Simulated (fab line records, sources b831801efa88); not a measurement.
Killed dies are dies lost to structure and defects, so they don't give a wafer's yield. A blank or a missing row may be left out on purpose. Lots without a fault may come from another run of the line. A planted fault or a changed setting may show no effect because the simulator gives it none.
fab line records | flow sky130
record lots=7 wafers=21 last_day=50
route steps=708 shown VIA2@515 PAD_OPEN@708
lots that met no fault: from a run of the same line without faults
start_h: hours from the record's first day to the start of the lot's first wafer shown | wait_h: hours since the lot's step before | " the same as in the row above | L1.1+2: a row that stands for several wafers | - no value, or no start given | * or withheld: withheld | < > ~ a bound
route shown NAME@n: a module of which the file shows steps, and the number in the route of the first | usual: mean/standard deviation of fault-free wafers | same: alike in all rows | chamber/n: place in a boat | sites: the reading at each site | _std_site: their standard deviation | _edge_site: outer sites' mean less inner sites' | radius_mm: how far each site lies from the wafer's centre | mask NAME#n: copy n | behind: the tool/chamber that last shaped the wafer | hold: why the lot was held/for how many hours/how that ended | device: the transistor (n, p or np) that didn't switch | end of line: the same wafers' tests at the end of the route | a step without rows: its recipe alone | killed: dies lost to structure and defects at the first sort, not the wafer's yield | map: a wafer's dies, x killed, . not, _ none there
set.NAME: the setting as run; set.NAME@STEP: as run at that earlier step | model.NAME: the simulator's own value behind a step, which no gauge read
lots at some steps of the route; a table a step, a row a wafer
services: from which hour (start_h, from the record's first day; less than 0 if before it) a tool's chamber was out of use, for how many hours, and why
## steps
# step SKY_VIA2_SOFTBAKE_08
# recipe temp_c=100 time_s=90 resist=KrF-thick
# step SKY_VIA2_EXPOSE_09
# recipe mask_id=VIM2 na=0.8 source_shape=annular sigma_inner=0.55 sigma_outer=0.85 target_cd_nm=200 dose_mj=38
# step SKY_VIA2_PEB_10
# recipe peb_temp_c=withheld peb_time_s=withheld resist=KrF-thick
# step SKY_VIA2_DEVELOP_11
# recipe develop_time_s=60 resist=KrF-thick dev_temp_c=21
# step SKY_VIA2_CD_MEAS_12
# recipe target_cd_nm=200
# usual cd_nm=200.1/1.5
# columns lot.wafer tool chamber start_h wait_h cd_nm
L958.1 cd_sem-01 - 896.41 - 201.1
L958.3 " - " " 201.5
L958.4 " - " " 202.6
L960.1 cd_sem-02 - 903.00 - 199.5
L960.2 " - " " 199.5
L960.5 " - " " 198.2
L971.3 cd_sem-01 - 979.29 - 199.8
L971.4 " - " " 199.6
L971.6 " - " " 197.5
L969.1 cd_sem-02 - 982.60 - 199.6
L969.2 " - " " 200.6
L969.5 " - " " 199.8
L970.3 cd_sem-01 - 982.70 - 199.6
L970.4 " - " " 201.6
L970.6 " - " " 201.8
L972.2 cd_sem-02 - 985.45 - 198.3
L972.5 " - " " 199.1
L972.6 " - " " 199.4
L975.1 cd_sem-02 - 1000.11 - 199.4
L975.4 " - " " 200.1
L975.6 " - " " 200.7
# step SKY_VIA2_OVL_MEAS_13
# usual VIA2_OVL=0/5.7
# columns lot.wafer tool chamber start_h wait_h VIA2_OVL[nm]
L958.1 overlay-02 - 896.54 0.1 6
L958.3 " - " " 3
L958.4 " - " " 2
L960.1 overlay-02 - 903.12 0.1 -7
L960.2 " - " " -9
L960.5 " - " " 4
L971.3 overlay-01 - 979.38 0.1 -5
L971.4 " - " " -1
L971.6 " - " " -2
L969.1 overlay-01 - 982.72 0.1 0
L969.2 " - " " 1
L969.5 " - " " -6
L970.3 overlay-02 - 982.79 0.1 -4
L970.4 " - " " 5
L970.6 " - " " 4
L972.2 overlay-02 - 985.55 0.1 1
L972.5 " - " " -8
L972.6 " - " " 0
L975.1 overlay-01 - 1000.23 0.1 3
L975.4 " - " " 7
L975.6 " - " " 4
# step SKY_VIA2_ETCH_14
# recipe chemistry=N2/H2 target=BARC ion_energy_ev=200 source_w=500 bias_w=98.87 pressure_mtorr=30 n2_flow_sccm=100 h2_flow_sccm=200 stop_on=SiO2 time_s=45.9 target_depth_a=600
# usual drypump_motor_current_A=5.8/0.46 oes_product_au=0.854/0.0048 throttle_valve_pct=13.223/0.0088
# columns lot.wafer tool chamber start_h wait_h drypump_motor_current_A oes_product_au rf_hours_counter_h throttle_valve_pct
L958.1 rie_diel-04 2 896.57 0.0 6.2 0.860 4 13.227
L958.3 " 0 " " 5.5 0.855 1 13.214
L958.4 " 3 " " 5.9 0.854 16 13.214
L960.1 rie_diel-04 3 903.16 0.0 5.9 0.850 16 13.224
L960.2 " 0 " " 5.5 0.851 2 13.220
L960.5 " 3 " " 5.9 0.848 - 13.232
L971.3 rie_diel-04 0 979.41 0.0 5.5 0.859 4 13.222
L971.4 " 2 " " 6.1 0.856 7 13.235
L971.6 " 3 " " 5.9 0.856 - 13.228
L969.1 rie_diel-04 3 982.76 0.0 5.9 0.859 18 13.236
L969.2 " 2 " " 6.2 0.851 7 13.231
L969.5 " 0 " " 5.5 0.855 - 13.210
L970.3 rie_diel-03 3 982.81 0.0 5.8 0.857 22 13.233
L970.4 " 0 " " 5.5 0.865 15 13.234
L970.6 " 3 " " 5.8 0.852 - 13.226
L972.2 rie_diel-02 1 985.58 0.0 6.0 0.856 14 13.235
L972.5 " 1 " " 5.9 0.852 - 13.219
L972.6 " 2 " " 4.7 0.855 - 13.219
L975.1 rie_diel-02 2 1000.26 0.0 4.7 0.850 8 13.211
L975.4 " 1 " " 6.0 0.856 15 13.233
L975.6 " 1 " " 6.0 0.858 - 13.224
# step SKY_VIA2_ETCH_15
# recipe target=SiO2 chemistry=C4F8/O2/Ar target_depth_nm=546 stop_on=TiN mask_material=KrF-thick source_w=1500 bias_w=1200 pressure_mtorr=40 c4f8_flow_sccm=withheld O2_flow_sccm=6 Ar_flow_sccm=300 time_s=84
# usual oes_product_au=0.940/0.0048
# columns lot.wafer tool chamber start_h wait_h oes_product_au rf_hours_counter_h
L958.1 rie_diel-04 2 896.61 0.0 0.950 4
L958.3 " 0 " " 0.933 1
L958.4 " 3 " " 0.943 16
L960.1 rie_diel-04 3 903.20 0.0 0.936 16
L960.2 " 0 " " 0.930 2
L960.5 " 3 " " 0.938 -
L971.3 rie_diel-04 0 979.45 0.0 0.944 4
L971.4 " 2 " " 0.936 7
L971.6 " 3 " " 0.934 -
L969.1 rie_diel-04 3 982.80 0.0 0.932 18
L969.2 " 2 " " 0.950 7
L969.5 " 0 " " 0.938 -
L970.3 rie_diel-03 3 982.86 0.0 0.938 22
L970.4 " 0 " " 0.945 15
L970.6 " 3 " " 0.935 -
L972.2 rie_diel-02 1 985.63 0.0 0.938 14
L972.5 " 1 " " 0.948 -
L972.6 " 2 " " 0.943 -
L975.1 rie_diel-02 2 1000.31 0.0 0.934 8
L975.4 " 1 " " 0.942 15
L975.6 " 1 " " 0.935 -
# step SKY_VIA2_STRIP_16
# recipe chemistry=O2/N2 power_w=1400 pressure_mtorr=1500 platen_temp_c=withheld o2_flow_sccm=3000 n2_flow_sccm=300 overash_fraction=0.5
# usual drypump_motor_current_A=5.8/0.43 o2_flow_sccm=3000/8.5 oes_product_au=0.399/0.0047 strip_time_to_endpoint_s=4.056/0.026
# columns lot.wafer tool chamber start_h wait_h drypump_motor_current_A o2_flow_sccm oes_product_au rf_hours_counter_h strip_time_to_endpoint_s
L958.1 plasma_asher-01 1 896.68 0.0 5.6 3014 0.409 111 4.088
L958.3 " 0 " " 6.2 2996 0.405 - 4.063
L958.4 " 1 " " 5.6 2997 0.395 - 4.034
L960.1 plasma_asher-02 1 903.26 0.0 6.1 3004 0.396 15 4.052
L960.2 " 0 " " 5.8 2992 0.397 15 4.097
L960.5 " 0 " " 5.8 2997 0.402 - 4.049
L971.3 plasma_asher-01 0 979.54 0.1 6.2 2985 0.399 - 4.039
L971.4 " 1 " " 5.6 3002 0.395 - 4.042
L971.6 " 0 " " 6.2 3000 0.392 - 4.022
L969.1 plasma_asher-02 0 982.86 0.0 5.7 3008 0.397 23 4.059
L969.2 " 1 " " 6.1 3003 0.399 23 4.052
L969.5 " 1 " " 6.1 3011 0.406 - 4.057
L970.3 plasma_asher-04 0 982.95 0.1 6.2 2995 0.393 - 4.071
L970.4 " 1 " " 4.8 3006 0.403 - 4.078
L970.6 " 1 " " 4.8 3003 0.401 - 4.046
L972.2 plasma_asher-02 0 985.69 0.0 5.8 2995 0.398 24 3.995
L972.5 " 0 " " 5.7 2988 0.393 - 3.966
L972.6 " 1 " " 6.0 3007 0.399 - 4.020
L975.1 plasma_asher-04 0 1000.37 0.0 6.2 3006 0.406 54 4.100
L975.4 " 0 " " 6.1 3011 0.400 - 4.054
L975.6 " 0 " " 6.2 3014 0.398 - 4.051
# step SKY_VIA2_STRIP_17
# recipe chemistry=post_etch_residue_remover time_s=1200 temp_c=72.5
# step SKY_VIA2_CLEAN_18
# recipe chemistry=IPA time_s=180 temp_c=25
# step SKY_VIA2_CLEAN_19
# recipe chemistry=O3/DIW dry=n2_spin
# step SKY_VIA2_SPUTTER_20
# recipe material=TiN target_thk_nm=20 chamber_pressure_pa=5 power_w=4000 time_s=80
# usual cathode_dc_power_W=4000.1/0.7 chamber_pressure_pa=5.000/0.0095 throttle_valve_pct=30.2/1.2
# columns lot.wafer tool chamber start_h wait_h cathode_dc_power_W chamber_pressure_pa throttle_valve_pct
L958.1 pvd_sputter-04 - 897.27 0.0 3999.4 4.976 31.8
L958.3 " - " " 4000.6 4.996 29.8
L958.4 " - " " 3999.6 4.993 30.8
L960.1 pvd_sputter-01 - 903.89 0.0 4000.3 5.000 30.4
L960.2 " - " " 4000.8 4.992 29.4
L960.5 " - " " 3999.8 5.005 30.8
L971.3 pvd_sputter-01 - 980.10 0.0 - - -
L971.4 " - " " - - -
L971.6 " - " " - - -
L969.1 pvd_sputter-01 - 983.57 0.0 - - -
L969.2 " - " " - - -
L969.5 " - " " - - -
L970.3 pvd_sputter-04 - 983.66 0.0 - - -
L970.4 " - " " - - -
L970.6 " - " " - - -
L972.2 pvd_sputter-02 - 986.28 0.0 3999.0 4.988 28.2
L972.5 " - " " 3999.7 4.993 27.9
L972.6 " - " " 3999.0 4.992 30.9
L975.1 pvd_sputter-02 - 1001.03 0.0 3999.0 4.992 27.8
L975.4 " - " " 3998.3 5.011 28.4
L975.6 " - " " 4001.4 4.984 31.0
# step SKY_VIA2_CVD_21
# recipe material=W target_thk_nm=420 time_s=126.4 temp_c=400 pressure_torr=40
# usual heater_power_w=842/59
# columns lot.wafer tool chamber start_h wait_h heater_power_w
L958.1 cvd_w-01 0 897.33 0.0 769
L958.3 " 0 " " 778
L958.4 " 1 " " 909
L960.1 cvd_w-01 0 903.95 0.0 787
L960.2 " 1 " " 915
L960.5 " 1 " " 922
L971.3 cvd_w-01 1 980.21 0.1 927
L971.4 " 0 " " 785
L971.6 " 0 " " 788
L969.1 cvd_w-01 1 983.63 0.0 914
L969.2 " 0 " " 784
L969.5 " 1 " " 925
L970.3 cvd_w-02 1 983.77 0.1 797
L970.4 " 0 " " 856
L970.6 " 1 " " 782
L972.2 cvd_w-01 1 986.34 0.0 915
L972.5 " 1 " " 903
L972.6 " 0 " " 776
L975.1 cvd_w-01 0 1001.09 0.0 792
L975.4 " 1 " " 924
L975.6 " 0 " " 794
# step SKY_PAD_OPEN_PROBE_99
# usual defect_limited_yield=82.6/1.9 killed_at_M0_to_M3=43/7.1 killed_at_M4_up=3.0/1.6 killed_at_contacts=24/5.3 killed_at_front_end=16/4.1 killed_at_other=0.5/0.82 killed_dies=86/9.4 killed_on_rim=17/4.1 killed_open=46/6.9 killed_short=39/6.5 sort_bin_3_pad_short=0.9/0.45 sort_bin_5_function=10.3/1.5 sort_bin_6_memory=6.2/1.1 sort_n_pass=406/9.4 sort_yield_pct=82.6/1.9
# same gross_dies=492 killed_at_back_side=0 sort_bin_4_leakage[%]=0 sort_bin_8_speed[%]=0
# columns lot.wafer tool chamber start_h wait_h defect_limited_yield[%] killed_at_M0_to_M3 killed_at_M4_up killed_at_contacts killed_at_front_end killed_at_other killed_dies killed_on_rim killed_open killed_short sort_bin_3_pad_short[%] sort_bin_5_function[%] sort_bin_6_memory[%] sort_n_pass sort_yield_pct[%]
L958.1 prober-01 - 1114.76 0.1 84.3 36 3 17 20 1 77 17 38 38 1.2 8.5 5.9 415 84.3
L958.3 prober-01 - 1114.86 0.2 85.4 42 4 15 10 1 72 18 34 36 1.0 8.3 5.3 420 85.4
L958.4 prober-01 - 1114.91 0.2 81.9 53 4 21 10 1 89 23 50 38 0.6 12.2 5.3 403 81.9
L960.1 prober-01 - 1118.78 0.1 80.1 51 3 24 20 0 98 20 54 44 0.8 11.8 7.3 394 80.1
L960.2 prober-01 - 1118.83 0.1 83.9 44 2 19 14 0 79 13 38 41 1.6 9.1 5.3 413 83.9
L960.5 prober-01 - 1118.98 0.2 81.1 50 2 28 12 1 93 21 47 46 0.8 12.4 5.7 399 81.1
L971.3 prober-02 - 1178.27 0.2 0 462 0 18 12 0 492 96 48 32 0.6 93.5 5.9 0 0
L971.4 prober-02 - 1178.32 0.2 0 457 2 23 10 0 492 96 46 38 0.8 93.3 5.9 0 0
L971.6 prober-02 - 1178.42 0.2 0 455 2 23 11 1 492 96 48 34 1.4 92.5 6.1 0 0
L969.1 prober-01 - 1180.72 0.1 0 442 3 26 20 1 492 96 56 35 1.4 93.1 5.5 0 0
L969.2 prober-01 - 1180.77 0.1 0 464 2 19 7 0 492 96 50 25 0.8 94.9 4.3 0 0
L969.5 prober-01 - 1180.92 0.2 0 453 0 26 13 0 492 96 47 35 0.4 95.1 4.5 0 0
L970.3 prober-02 - 1181.62 0.2 0 444 1 25 22 0 492 96 42 37 1.0 93.7 5.3 0 0
L970.4 prober-02 - 1181.67 0.2 0 445 4 31 11 1 492 96 47 35 0.6 93.1 6.3 0 0
L970.6 prober-02 - 1181.77 0.2 0 447 3 22 19 1 492 96 45 48 0.6 92.5 6.9 0 0
L972.2 prober-01 - 1183.37 0.1 82.7 38 3 19 25 0 85 18 45 40 0.6 11.4 5.3 407 82.7
L972.5 prober-01 - 1183.52 0.2 84.8 31 2 24 18 0 75 11 43 32 0.8 10.2 4.3 417 84.8
L972.6 prober-01 - 1183.57 0.2 84.6 30 0 34 12 0 76 16 41 35 1.2 9.3 4.9 416 84.6
L975.1 prober-02 - 1193.81 0.1 83.5 40 1 24 16 0 81 15 44 35 0.4 11.6 4.5 411 83.5
L975.4 prober-02 - 1193.96 0.2 81.3 45 3 29 14 1 92 16 50 42 1.2 10.8 6.7 400 81.3
L975.6 prober-02 - 1194.06 0.2 84.6 36 2 29 9 0 76 16 49 27 0.4 9.6 5.5 416 84.6
# killed by level:class
L958.1 CONTACT:geometric_particle:open=11 VIA1:geometric_particle:open=7 POLY_GATE:geometric_particle:short=5 METAL1:geometric_particle:short=5 VIA3:geometric_particle:open=5 POLY_GATE:geometric_particle:open=4 FIELD_ISO:geometric_particle:short=3 METAL1:geometric_particle:open=3
L958.3 VIA1:geometric_particle:open=12 VIA3:geometric_particle:short=6 VIA3:geometric_particle:open=6 LI_CONTACT:geometric_particle:open=5 METAL2:geometric_particle:short=4 METAL4:geometric_particle:short=4 FIELD_ISO:geometric_particle:open=3 CONTACT:geometric_particle:short=3
L958.4 CONTACT:geometric_particle:open=11 VIA1:geometric_particle:open=10 VIA3:geometric_particle:open=9 METAL2:geometric_particle:short=9 VIA3:geometric_particle:short=8 LI_CONTACT:geometric_particle:open=7 METAL1:geometric_particle:short=5 VIA1:geometric_particle:short=5
L960.1 CONTACT:geometric_particle:open=9 VIA1:geometric_particle:open=8 VIA2:geometric_particle:open=7 METAL2:geometric_particle:short=6 VIA3:geometric_particle:open=6 FIELD_ISO:geometric_particle:open=5 LI_CONTACT:geometric_particle:open=5 LOCAL_INTERCONNECT:geometric_particle:short=5
L960.2 VIA1:geometric_particle:open=8 VIA2:geometric_particle:open=7 CONTACT:geometric_particle:open=6 METAL1:geometric_particle:short=6 VIA2:geometric_particle:short=5 VIA3:geometric_particle:open=5 POLY_GATE:geometric_particle:short=4 LI_CONTACT:geometric_particle:open=4
L960.5 METAL1:geometric_particle:short=10 VIA3:geometric_particle:open=9 LI_CONTACT:geometric_particle:open=8 CONTACT:geometric_particle:open=8 LI_CONTACT:geometric_particle:short=6 VIA1:geometric_particle:open=6 METAL2:geometric_particle:short=6 VIA1:geometric_particle:short=6
L971.3 VIA2:area_sputter=412 VIA1:geometric_particle:open=17 VIA3:geometric_particle:open=9 CONTACT:geometric_particle:open=7 METAL2:geometric_particle:short=6 VIA2:geometric_particle:open=6 METAL1:geometric_particle:short=5 LI_CONTACT:geometric_particle:open=4
L971.4 VIA2:area_sputter=408 VIA1:geometric_particle:open=11 CONTACT:geometric_particle:open=9 VIA2:geometric_particle:open=8 METAL1:geometric_particle:short=6 METAL2:geometric_particle:short=6 CONTACT:geometric_particle:short=4 METAL3:geometric_particle:short=4
L971.6 VIA2:area_sputter=410 VIA1:geometric_particle:open=11 CONTACT:geometric_particle:open=10 VIA2:geometric_particle:open=6 POLY_GATE:geometric_particle:short=5 LI_CONTACT:geometric_particle:open=5 CONTACT:geometric_particle:short=5 VIA2:geometric_particle:short=5
L969.1 VIA2:area_sputter=400 CONTACT:geometric_particle:open=11 VIA3:geometric_particle:open=7 FIELD_ISO:geometric_particle:open=6 LI_CONTACT:geometric_particle:open=6 METAL2:geometric_particle:short=6 VIA2:geometric_particle:open=6 POLY_GATE:geometric_particle:open=5
L969.2 VIA2:area_sputter=417 VIA3:geometric_particle:open=12 VIA1:geometric_particle:open=9 CONTACT:geometric_particle:open=8 VIA2:geometric_particle:open=7 LI_CONTACT:geometric_particle:open=6 METAL2:geometric_particle:short=5 VIA1:geometric_particle:short=4
L969.5 VIA2:area_sputter=410 VIA3:geometric_particle:open=11 VIA2:geometric_particle:open=9 LI_CONTACT:geometric_particle:short=8 CONTACT:geometric_particle:open=8 LI_CONTACT:geometric_particle:open=5 VIA1:geometric_particle:open=5 METAL2:geometric_particle:short=5
L970.3 VIA2:area_sputter=413 FIELD_ISO:geometric_particle:open=7 POLY_GATE:geometric_particle:short=6 LI_CONTACT:geometric_particle:open=6 METAL1:geometric_particle:short=6 VIA3:geometric_particle:open=6 POLY_GATE:geometric_particle:open=5 CONTACT:geometric_particle:short=5
L970.4 VIA2:area_sputter=410 LI_CONTACT:geometric_particle:open=11 CONTACT:geometric_particle:open=9 VIA3:geometric_particle:open=9 LOCAL_INTERCONNECT:geometric_particle:short=5 METAL2:geometric_particle:short=5 METAL1:geometric_particle:short=4 VIA1:geometric_particle:open=4
L970.6 VIA2:area_sputter=399 VIA1:geometric_particle:open=11 POLY_GATE:geometric_particle:short=7 METAL1:geometric_particle:short=7 CONTACT:geometric_particle:open=6 LI_CONTACT:geometric_particle:open=6 VIA2:geometric_particle:short=6 VIA3:geometric_particle:open=6
L972.2 VIA1:geometric_particle:open=10 POLY_GATE:geometric_particle:short=9 CONTACT:geometric_particle:open=8 VIA1:geometric_particle:short=7 FIELD_ISO:geometric_particle:short=6 VIA2:geometric_particle:open=6 VIA3:geometric_particle:open=6 POLY_GATE:geometric_particle:open=4
L972.5 VIA1:geometric_particle:open=11 CONTACT:geometric_particle:open=8 METAL1:geometric_particle:short=5 LI_CONTACT:geometric_particle:open=4 LI_CONTACT:geometric_particle:short=4 CONTACT:geometric_particle:short=4 FIELD_ISO:geometric_particle:open=3 FIELD_ISO:geometric_particle:short=3
L972.6 CONTACT:geometric_particle:open=13 LOCAL_INTERCONNECT:geometric_particle:short=8 VIA1:geometric_particle:open=7 POLY_GATE:geometric_particle:short=6 LI_CONTACT:geometric_particle:open=6 VIA3:geometric_particle:open=4 VIA1:geometric_particle:short=4 CONTACT:geometric_particle:short=3
L975.1 VIA2:geometric_particle:open=9 VIA1:geometric_particle:open=8 CONTACT:geometric_particle:open=7 VIA1:geometric_particle:short=7 VIA3:geometric_particle:open=7 CONTACT:geometric_particle:short=6 LOCAL_INTERCONNECT:geometric_particle:short=4 FIELD_ISO:geometric_particle:short=4
L975.4 CONTACT:geometric_particle:open=14 VIA1:geometric_particle:open=12 CONTACT:geometric_particle:short=7 METAL2:geometric_particle:short=7 FIELD_ISO:geometric_particle:open=6 METAL1:geometric_particle:short=6 VIA3:geometric_particle:open=5 VIA2:geometric_particle:open=4
L975.6 CONTACT:geometric_particle:open=14 VIA1:geometric_particle:open=7 VIA2:geometric_particle:open=7 VIA3:geometric_particle:open=5 LI_CONTACT:geometric_particle:open=5 POLY_GATE:geometric_particle:short=4 FIELD_ISO:geometric_particle:short=3 METAL1:geometric_particle:open=3
# map L969.1 (x killed, . not)
__________xxxxxxxxxx_________
________xxxxxxxxxxxxxx_______
______xxxxxxxxxxxxxxxxxx_____
_____xxxxxxxxxxxxxxxxxxxx____
____xxxxxxxxxxxxxxxxxxxxxx___
___xxxxxxxxxxxxxxxxxxxxxxxx__
__xxxxxxxxxxxxxxxxxxxxxxxxxx_
_xxxxxxxxxxxxxxxxxxxxxxxxxxxx
_xxxxxxxxxxxxxxxxxxxxxxxxxxxx
_xxxxxxxxxxxxxxxxxxxxxxxxxxxx
_xxxxxxxxxxxxxxxxxxxxxxxxxxxx
_xxxxxxxxxxxxxxxxxxxxxxxxxxxx
_xxxxxxxxxxxxxxxxxxxxxxxxxxxx
_xxxxxxxxxxxxxxxxxxxxxxxxxxxx
_xxxxxxxxxxxxxxxxxxxxxxxxxxxx
__xxxxxxxxxxxxxxxxxxxxxxxxxx_
___xxxxxxxxxxxxxxxxxxxxxxxx__
____xxxxxxxxxxxxxxxxxxxxxx___
_____xxxxxxxxxxxxxxxxxxxx____
______xxxxxxxxxxxxxxxxxx_____
________xxxxxxxxxxxxxx_______
__________xxxxxxxxxx_________
# map L970.3 (x killed, . not)
__________xxxxxxxxxx_________
________xxxxxxxxxxxxxx_______
______xxxxxxxxxxxxxxxxxx_____
_____xxxxxxxxxxxxxxxxxxxx____
____xxxxxxxxxxxxxxxxxxxxxx___
___xxxxxxxxxxxxxxxxxxxxxxxx__
__xxxxxxxxxxxxxxxxxxxxxxxxxx_
_xxxxxxxxxxxxxxxxxxxxxxxxxxxx
_xxxxxxxxxxxxxxxxxxxxxxxxxxxx
_xxxxxxxxxxxxxxxxxxxxxxxxxxxx
_xxxxxxxxxxxxxxxxxxxxxxxxxxxx
_xxxxxxxxxxxxxxxxxxxxxxxxxxxx
_xxxxxxxxxxxxxxxxxxxxxxxxxxxx
_xxxxxxxxxxxxxxxxxxxxxxxxxxxx
_xxxxxxxxxxxxxxxxxxxxxxxxxxxx
__xxxxxxxxxxxxxxxxxxxxxxxxxx_
___xxxxxxxxxxxxxxxxxxxxxxxx__
____xxxxxxxxxxxxxxxxxxxxxx___
_____xxxxxxxxxxxxxxxxxxxx____
______xxxxxxxxxxxxxxxxxx_____
________xxxxxxxxxxxxxx_______
__________xxxxxxxxxx_________
## services
# columns tool chamber start_h hours kind
pvd_sputter-04 - 880.49 1.2 repair
rie_diel-03 3 885.81 3.9 repair
rie_diel-03 - 896.06 14.6 pm
plasma_asher-02 - 897.30 5.9 repair
cvd_w-02 - 900.54 6.9 pm
pvd_sputter-02 - 900.89 1.3 repair
rie_diel-04 2 900.98 2.7 repair
rie_diel-04 0 906.76 2.5 repair
cvd_w-02 - 907.44 14.0 pm
rie_diel-02 0 914.39 2.4 repair
rie_diel-04 3 917.56 2.6 repair
rie_diel-03 2 922.08 7.6 repair
rie_diel-02 0 923.29 4.3 repair
rie_diel-02 2 924.87 5.0 repair
cvd_w-01 - 939.65 28.1 pm
rie_diel-03 0 940.57 6.7 repair
plasma_asher-04 - 948.38 13.0 repair
pvd_sputter-01 0 952.94 - consumable_replace:kit
pvd_sputter-01 0 952.94 18.0 scheduled_down
pvd_sputter-01 0 952.94 18.0 vent_cycle
rie_diel-04 2 955.73 6.2 repair
pvd_sputter-02 - 963.74 3.7 repair
rie_diel-03 1 986.50 19.7 repair
rie_diel-02 1 1000.94 13.5 repair
## key
first_sign step=SKY_VIA2_SPUTTER_20 reading=tool_record direction=missing
effect step=SKY_PAD_OPEN_PROBE_99 reading=killed_at_M0_to_M3 direction=up sigmas=58 usual=43 struck=452
more_kills_born_at SKY_VIA2_SPUTTER_20@pvd_sputter-01=2455 SKY_VIA2_SPUTTER_20@pvd_sputter-04=1222
met_at SKY_VIA2_SPUTTER_20
struck_wafers L969.1,L969.2,L969.5,L970.3,L970.4,L970.6,L971.3,L971.4,L971.6
later_rows_left_out L969.1,L969.2,L969.5,L970.3,L970.4,L970.6,L971.3,L971.4,L971.6
onset_between 903.89 980.10
fault kind=skipped_step_whole tool=pvd_sputter-01,pvd_sputter-04 chamber=- onset_h=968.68 steps=SKY_VIA2_SPUTTER_20 scope=struck_lots_only
# later_rows_left_out: the simulator's readings of these wafers behind a module that went badly wrong aren't trusted and aren't shown, but for the sort
